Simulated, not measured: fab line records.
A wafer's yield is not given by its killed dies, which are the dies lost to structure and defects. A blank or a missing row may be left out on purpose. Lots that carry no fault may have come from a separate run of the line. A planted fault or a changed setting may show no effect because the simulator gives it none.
Chamber matching + flow sky130 + rie_diel-03 running SKY_POLY_GATE_ETCH_16: 4 sister chambers
The step etches Si3N4 in CH3F/O2, stops on poly-Si, time 147.5 s, target depth 75 nm. 4 wafers are shown with their chamber, then 9 later ones without.

## WAFERS, EACH WITH ITS CHAMBER
| wafer  | chamber | drypump_motor_current_A (A) |
|--------|---------|-----------------------------|
| L083.1 | 2       | 5.9                         |
| L091.1 | 3       | 5.8                         |
| L091.5 | 1       | 4.8                         |
| L091.6 | 0       | 5.1                         |

## WAFERS WITH NO CHAMBER GIVEN
| wafer  | drypump_motor_current_A (A) |
|--------|-----------------------------|
| L093.2 | 5.9                         |
| L093.3 | 5.1                         |
| L093.5 | 5.8                         |
| L094.1 | 5.9                         |
| L094.3 | 5.1                         |
| L094.6 | 5.9                         |
| L097.1 | 5.1                         |
| L097.3 | 4.7                         |
| L097.5 | 5.1                         |

## CHAMBER TAKEN BY EACH
| wafer  | from the rows above | in truth |
|--------|---------------------|----------|
| L093.2 | 2                   | 2        |
| L093.3 | 0                   | 0        |
| L093.5 | 3                   | 3        |
| L094.1 | 2                   | 2        |
| L094.3 | 0                   | 0        |
| L094.6 | 2                   | 2        |
| L097.1 | 0                   | 0        |
| L097.3 | 1                   | 1        |
| L097.5 | 0                   | 0        |
Correctly placed: 9 of 9. Number that these rows cannot place: 0. 0 placed wrongly.
How it was worked out, from the rows above alone: a wafer's distance from a chamber is the root of the sum, over the readings, of the square of ((its reading less the chamber's mean) divided by the reading's scatter). The wafer belongs to the nearest chamber; if the next one is less than 2 further off, it can't be placed. A chamber's mean is the mean of its shown wafers. The scatter: with one shown wafer a chamber, the root of the mean of the squares of how far each hidden wafer lies from its nearest shown one.
